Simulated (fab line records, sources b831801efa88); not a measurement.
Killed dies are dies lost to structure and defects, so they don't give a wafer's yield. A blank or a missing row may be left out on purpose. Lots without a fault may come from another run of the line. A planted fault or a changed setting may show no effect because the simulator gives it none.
Which tool did it? | flow gf180mcu | 10 lots, 29 wafers sampled, at 6 steps of a route of 602

WHAT THE GAUGES READ, wafer by wafer
GF_V4_THK_MEAS_25: measures by xrf. Usual: V4_W_THK 360 nm, standard deviation 5.8.
lot  | measured     | on            | V4_W_THK (nm) | flag
L473 | day 25 03:09 | film_metro-01 | 359 354 362   |
L475 | day 25 20:52 | film_metro-03 | 359 358 372   |
L482 | day 28 09:23 | film_metro-04 | 369 354       |
L485 | day 29 02:25 | film_metro-04 | 360 360 361   |
L487 | day 29 15:53 | film_metro-01 | 362 362 365   |
L488 | day 29 22:42 | film_metro-01 | 366 357 365   |
L490 | day 30 10:29 | film_metro-01 | 367 363 364   |
L492 | day 30 22:22 | film_metro-04 | 368 359 367   |
L493 | day 31 04:47 | film_metro-04 | 357 365 362   |
L494 | day 31 14:35 | film_metro-03 | 360 364 359   |

GF_MIM_RS_MEAS_10: measures by four-point-probe. Usual: MIM_ALCU_RS 0.1610 ohm/sq, standard deviation 0.0019.
lot  | measured     | on            | MIM_ALCU_RS (ohm/sq)                      | flag
L473 | day 25 03:56 | film_metro-03 | 0.1643 0.1616 0.1614                      |
L475 | day 25 21:40 | film_metro-02 | 0.1625 0.1650 0.1631                      |
L482 | day 28 10:11 | film_metro-02 | 0.1400 0.1402 0.1400 0.1403               | OFF
L485 | day 29 03:11 | film_metro-02 | 0.1431 0.1426 0.1414 0.1434 0.1427 0.1413 | OFF
L487 | day 29 16:40 | film_metro-02 | 0.1624 0.1635 0.1636                      |
L488 | day 29 23:28 | film_metro-03 | 0.1571 0.1584 0.1593                      |
L490 | day 30 11:16 | film_metro-03 | 0.1576 0.1570 0.1587                      |
L492 | day 30 23:09 | film_metro-03 | 0.1600 0.1609 0.1619                      |
L493 | day 31 05:35 | film_metro-02 | 0.1625 0.1630 0.1611                      |
L494 | day 31 15:22 | film_metro-02 | 0.1638 0.1628 0.1621                      |

GF_MIM_THK_MEAS_11: measures by xrf. Usual: MIM_ALCU_THK 201.6 nm, standard deviation 2.7.
lot  | measured     | on            | MIM_ALCU_THK (nm)                   | flag
L473 | day 25 04:03 | film_metro-03 | 196.7 201.2 202.8                   |
L475 | day 25 21:46 | film_metro-02 | 198.4 196.8 198.7                   |
L482 | day 28 12:24 | film_metro-02 | 230.5 229.5 230.5 231.3             | OFF
L485 | day 29 06:25 | film_metro-02 | 224.7 225.7 228.3 225.9 226.5 228.1 | OFF
L487 | day 29 16:47 | film_metro-02 | 199.4 198.2 198.4                   |
L488 | day 29 23:35 | film_metro-03 | 207.2 205.2 204.5                   |
L490 | day 30 11:23 | film_metro-03 | 207.1 207.4 205.0                   |
L492 | day 30 23:16 | film_metro-03 | 203.1 202.2 201.4                   |
L493 | day 31 05:41 | film_metro-02 | 199.2 198.5 201.1                   |
L494 | day 31 15:29 | film_metro-02 | 197.4 198.1 199.2                   |

WHICH TOOL RAN EACH LOT (tool, then ch and the chambers of the sampled wafers, then the start)
lot  | GF_M4_METAL_ETCH_16               | GF_M4_STRIP_17                       | GF_MIM_SPUTTER_08
L473 | rie_metal-04 ch 0,1, day 24 02:29 | plasma_asher-04 ch 0,1, day 24 02:38 | pvd_sputter-03, day 25 03:52
L475 | rie_metal-04 ch 0,1, day 24 21:38 | plasma_asher-03 ch 0,1, day 24 21:44 | pvd_sputter-03, day 25 21:33
L482 | rie_metal-04 ch 1, day 27 10:59   | plasma_asher-03 ch 0,1, day 27 11:08 | pvd_sputter-03, day 28 10:04
L485 | rie_metal-03 ch 0,1, day 28 04:47 | plasma_asher-04 ch 0,1, day 28 04:54 | pvd_sputter-03, day 29 03:08
L487 | rie_metal-04 ch 0,1, day 28 18:55 | plasma_asher-03 ch 0,1, day 28 19:02 | pvd_sputter-01, day 29 16:36
L488 | rie_metal-03 ch 0, day 29 01:16   | plasma_asher-02 ch 0,1, day 29 01:29 | pvd_sputter-04, day 29 23:25
L490 | rie_metal-02 ch 0,1, day 29 13:39 | plasma_asher-02 ch 0, day 29 13:46   | pvd_sputter-04, day 30 11:12
L492 | rie_metal-03 ch 0,1, day 30 01:59 | plasma_asher-03 ch 0,1, day 30 02:05 | pvd_sputter-04, day 30 23:05
L493 | rie_metal-04 ch 0,1, day 30 08:22 | plasma_asher-04 ch 0,1, day 30 08:28 | pvd_sputter-03, day 31 05:30
L494 | rie_metal-04 ch 1, day 30 18:22   | plasma_asher-04 ch 0,1, day 30 18:28 | pvd_sputter-01, day 31 15:18
- GF_M4_METAL_ETCH_16: etches the open film in Cl2/BCl3, stops on SiO2, target depth 627.5 nm, time 104.6 s.
- GF_M4_STRIP_17: strips in O2/N2.
- GF_MIM_SPUTTER_08: material AlCu, target thk 200 nm, time 10.6 s.

WHAT THE TOOLS THEMSELVES READ (means of the sampled wafers that have a number; where no wafer has one, the mark that the record gives instead)
GF_M4_METAL_ETCH_16. Usual: bcl3_flow_sccm 39.97 sccm, standard deviation 0.13; bias_w 140.0 W, standard deviation 0.42; drypump_motor_current_A 5.9 A, standard deviation 0.48; oes_product_au 0.970 a.u., standard deviation 0.0058; throttle_valve_pct 28.252 %, standard deviation 0.01.
lot  | tool         | bcl3_flow_sccm (sccm) | bias_w (W) | drypump_motor_current_A (A) | oes_product_au (a.u.) | throttle_valve_pct (%) | flag
L473 | rie_metal-04 | 39.93                 | 140.0      | 6.1                         | 0.966                 | 28.258                 |
L475 | rie_metal-04 | 39.85                 | 139.8      | 5.9                         | 0.973                 | 28.241                 |
L482 | rie_metal-04 | 40.04                 | 140.2      | 6.2                         | 0.963                 | 28.262                 |
L485 | rie_metal-03 | 40.00                 | 139.9      | 6.2                         | 0.971                 | 28.256                 |
L487 | rie_metal-04 | 39.99                 | 139.6      | 5.9                         | 0.974                 | 28.255                 |
L488 | rie_metal-03 | 40.01                 | 140.4      | 6.6                         | 0.970                 | 28.251                 |
L490 | rie_metal-02 | 40.06                 | 140.3      | 6.0                         | 0.972                 | 28.246                 |
L492 | rie_metal-03 | 40.08                 | 139.6      | 6.2                         | 0.974                 | 28.252                 |
L493 | rie_metal-04 | 39.90                 | 139.7      | 5.9                         | 0.974                 | 28.249                 |
L494 | rie_metal-04 | 40.01                 | 139.9      | 6.2                         | 0.971                 | 28.248                 |

GF_M4_STRIP_17. Usual: drypump_motor_current_A 5.94 A, standard deviation 0.29; heater_power_w 362 W, standard deviation 41; n2_flow_sccm 299.9 sccm, standard deviation 0.89; oes_product_au 0.557 a.u., standard deviation 0.0051; strip_time_to_endpoint_s 7.85 s, standard deviation 0.05.
lot  | tool            | drypump_motor_current_A (A) | heater_power_w (W) | n2_flow_sccm (sccm) | oes_product_au (a.u.) | strip_time_to_endpoint_s (s) | flag
L473 | plasma_asher-04 | 5.51                        | 293                | 300.1               | 0.556                 | 7.84                         |
L475 | plasma_asher-03 | 5.96                        | 395                | 299.7               | 0.562                 | 7.87                         |
L482 | plasma_asher-03 | 5.93                        | 381                | 299.8               | 0.556                 | 7.78                         |
L485 | plasma_asher-04 | 5.82                        | 311                | 300.1               | 0.555                 | 7.80                         |
L487 | plasma_asher-03 | 5.94                        | 378                | 299.0               | 0.564                 | 7.92                         |
L488 | plasma_asher-02 | 6.17                        | 376                | 299.9               | 0.557                 | 7.80                         |
L490 | plasma_asher-02 | 6.32                        | 392                | 300.1               | 0.555                 | 7.83                         |
L492 | plasma_asher-03 | 5.96                        | 395                | 299.3               | 0.556                 | 7.84                         |
L493 | plasma_asher-04 | 5.52                        | 290                | 300.3               | 0.554                 | 7.85                         |
L494 | plasma_asher-04 | 5.80                        | 311                | 299.3               | 0.556                 | 7.80                         |

GF_MIM_SPUTTER_08. Usual: throttle_valve_pct 30.2 %, standard deviation 0.78.
lot  | tool           | throttle_valve_pct (%) | flag
L473 | pvd_sputter-03 | 29.6                   |
L475 | pvd_sputter-03 | 30.1                   |
L482 | pvd_sputter-03 | 29.3                   |
L485 | pvd_sputter-03 | 30.2                   |
L487 | pvd_sputter-01 | 30.9                   |
L488 | pvd_sputter-04 | 30.4                   |
L490 | pvd_sputter-04 | 30.4                   |
L492 | pvd_sputter-04 | 29.9                   |
L493 | pvd_sputter-03 | 29.9                   |
L494 | pvd_sputter-01 | 30.5                   |

THE ANSWER, worked out from the rows above alone
Rule: a lot is off if the mean of its wafers that have a number lies more than 3 standard deviations from the usual mean. A lot without any number at a reading at which 4 lots or more have one is off too. The other lots that the step has rows for count as sound. The gauges are gone through in route order, then the tools' own readings, and for those a lot's mean is taken as printed above. The first step at which some lot is off is used, and at that step the reading that is off furthest; a lot without a number counts as furthest.
Off: L482, L485, at GF_MIM_RS_MEAS_10 (MIM_ALCU_RS).
A tool fits if, at a process step before that reading, it ran every lot that is off, and no sound lot after the first of them. The gauges at GF_MIM_RS_MEAS_10 are tried like those tools. None of those tried fits.

WHAT THE SIMULATOR HAD PUT IN
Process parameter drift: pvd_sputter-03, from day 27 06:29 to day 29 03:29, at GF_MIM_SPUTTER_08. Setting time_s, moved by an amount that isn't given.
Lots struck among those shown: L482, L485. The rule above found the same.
